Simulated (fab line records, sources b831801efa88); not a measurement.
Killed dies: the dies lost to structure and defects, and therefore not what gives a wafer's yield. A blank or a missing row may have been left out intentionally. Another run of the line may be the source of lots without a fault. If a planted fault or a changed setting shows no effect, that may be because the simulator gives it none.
Matching of chambers | flow gf180mcu | 4 sister chambers for GF_M5_ETCH_09 on rie-diel-01
The step etches Si3N4 in CF4/O2, target depth 52 nm, time 11.6 s. 4 wafers are shown with their chamber, then 9 later ones without.

## WAFERS WITH THEIR CHAMBER
wafer  | chamber | drypump-motor-current-A (A)
L081.2 | 2       | 5.8
L087.2 | 3       | 4.8
L088.2 | 0       | 5.8
L088.5 | 1       | 6.1

## WAFERS WHOSE CHAMBER IS MISSING
wafer  | drypump-motor-current-A (A)
L089.1 | 5.8
L089.2 | 4.8
L089.5 | 5.8
L091.1 | 5.8
L091.2 | 6.0
L091.3 | 5.8
L094.2 | 4.8
L094.4 | 5.8
L094.5 | 6.0

## CHAMBER TAKEN BY EACH
wafer  | from the rows above     | in truth
L089.1 | can't be placed: 0 or 2 | 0
L089.2 | 3                       | 3
L089.5 | can't be placed: 0 or 2 | 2
L091.1 | can't be placed: 0 or 2 | 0
L091.2 | 1                       | 1
L091.3 | can't be placed: 0 or 2 | 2
L094.2 | 3                       | 3
L094.4 | can't be placed: 0 or 2 | 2
L094.5 | 1                       | 1
4 of 9 placed correctly. Can't be placed from these rows: 5 (the true chamber is among the candidates in 5). Placed wrongly: 0.
How it was worked out, from the rows above alone: a wafer's distance from a chamber is the root of the sum, over the readings, of the square of ((its reading less the chamber's mean) divided by the reading's scatter). If the next closest chamber is less than 2 further off than the closest, the wafer can't be placed; otherwise it belongs to the closest. For every chamber, the mean is computed from those of its wafers that are shown. The scatter (one wafer shown for each chamber): square how far every hidden wafer sits from the nearest shown wafer, average those squares and take the square root.
